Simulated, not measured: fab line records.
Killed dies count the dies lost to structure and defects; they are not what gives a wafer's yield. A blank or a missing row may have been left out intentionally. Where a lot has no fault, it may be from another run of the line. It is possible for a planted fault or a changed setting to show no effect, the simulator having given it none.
A lot that was struck, set against a sound lot    flow sky130    15 steps out of a route of 708
Sound: these wafers, L801.2, L801.3, L801.4. Wafers L812.2, L812.4, L812.6 were the ones struck. The cause comes at the end.
For every step that has rows: the tool of each side, followed by ch and its chambers, followed by its first start. Under that, the readings that differ: sound wafers    struck wafers    difference of the means    sigmas: that difference in standard deviations of wafers without a fault.
alike: readings whose means differ by less than 2 such deviations, and words and numbers that are the same on both sides. not compared: withheld readings, readings that some wafer has no value for, bounds like >300 that may hide the same value, and numbers for which the record gives no deviation and whose values overlap.
A row with sigmas, a row that says differs or no value, or rows on one side alone: a step with any of these is where the two part. Non-overlapping numbers with no deviation appear without sigmas and do not part them. Lack of a reading on every wafer of one side parts them only where that side has two or more wafers.

first, 1 step without rows for these wafers: SKY_VIA4_DEVELOP_10 (develop time 60 s).
SKY_VIA4_OVL_MEAS_11:
  sound on overlay-02 at day 44 16:02; struck on overlay-02 at day 47 05:43
  alike: VIA4_OVL
SKY_VIA4_ETCH_12: etches SiO2 in C4F8/O2/Ar, stops on TiN, target depth 580 nm.
  sound on rie_diel-01 ch 1,2,3, day 44 16:04; struck on rie_diel-01 ch 0,1, day 47 05:44
  alike: oes_product_au
SKY_VIA4_STRIP_13: strips in O2/N2.
  sound on plasma_asher-02 ch 0,1, day 44 16:08; struck on plasma_asher-03 ch 0,1, day 47 05:49
  alike: drypump_motor_current_A, oes_product_au, strip_time_to_endpoint_s
  not compared: rf_hours_counter_h
then, 3 steps without rows for these wafers: SKY_VIA4_STRIP_14 (strips in post etch residue remover, time 1200 s); SKY_VIA4_CLEAN_15 (cleans in IPA, time 180 s); SKY_VIA4_CLEAN_16 (cleans in O3/DIW).
SKY_VIA4_SPUTTER_17: material TiN, target thk 20 nm, time 80 s.
  sound on pvd_sputter-02 at day 44 16:44; struck on pvd_sputter-03 at day 47 06:24
  alike: cathode_dc_power_W, chamber_pressure_pa, throttle_valve_pct
SKY_VIA4_CVD_18: deposits W, target thk 505 nm, time 152.14 s.
  sound on cvd_w-02 ch 0,1, day 44 16:47; struck on cvd_w-02 ch 0,1, day 47 06:28
  alike: heater_power_w
SKY_VIA4_RS_MEAS_19: the measuring method here is four-point-probe.
  sound on film_metro-02 at day 44 16:58; struck on film_metro-01 at day 47 06:38
  alike: VIA4_W_RS
SKY_VIA4_THK_MEAS_20: measures by xrf.
  sound on film_metro-02 at day 44 17:04; struck on film_metro-01 at day 47 06:44
  alike: VIA4_W_THK
then, 1 step without rows for these wafers: SKY_VIA4_CMP_21 (polishes, stops on SiO2, t overpolish 25 s, target thk 0 nm).
SKY_METAL5_SPUTTER_00: material Ti, target thk 15 nm, time 10 s.
  sound on pvd_sputter-01 at day 44 17:26; struck on pvd_sputter-04 at day 47 07:14
  no value came back on the struck wafers for cathode_dc_power_W (W), chamber_pressure_pa (Pa), throttle_valve_pct (%); on the sound wafers cathode_dc_power_W (W) reads 2999.6 3000.4 2999.3
SKY_METAL5_SPUTTER_01: material TiN, target thk 20 nm, time 16.7 s.
  sound on pvd_sputter-01 at day 44 17:28; struck on pvd_sputter-04 at day 47 07:15
reading                 sound                 struck                difference  sigmas
cathode_dc_power_W (W)  6499.3 6496.8 6498.7  6501.2 6502.0 6499.1  +2.5        +2
  alike: chamber_pressure_pa, throttle_valve_pct
-- the record jumps here: 2 days lie between the struck wafers' starts before and after (it left off in module METAL5 and takes up again in module PAD_OPEN, whose first step shown is number 708 of the route) --
SKY_PAD_OPEN_PROBE_99:
  sound on prober-02 at day 47 11:05; struck on prober-02 at day 49 18:19
reading                        sound                struck                difference  sigmas
model.etest.via4_chain.rc_ohm  0.824 0.7955 0.7984  0.8641 0.8723 0.8278  +0.0488     
  alike: defect_limited_yield, killed_at_M0_to_M3, killed_at_M4_up, killed_at_contacts, killed_at_front_end, killed_at_other, killed_dies, killed_on_rim, killed_open, killed_short, sort_bin_3_pad_short, sort_bin_5_function, sort_bin_6_memory, sort_n_pass, sort_yield_pct

== WHERE THEY PART ==
Earliest at SKY_METAL5_SPUTTER_00; latest, in this record, at SKY_METAL5_SPUTTER_01. Later steps at which nothing parts them and some readings are alike: SKY_PAD_OPEN_PROBE_99.

WHY: the cause the simulator had injected
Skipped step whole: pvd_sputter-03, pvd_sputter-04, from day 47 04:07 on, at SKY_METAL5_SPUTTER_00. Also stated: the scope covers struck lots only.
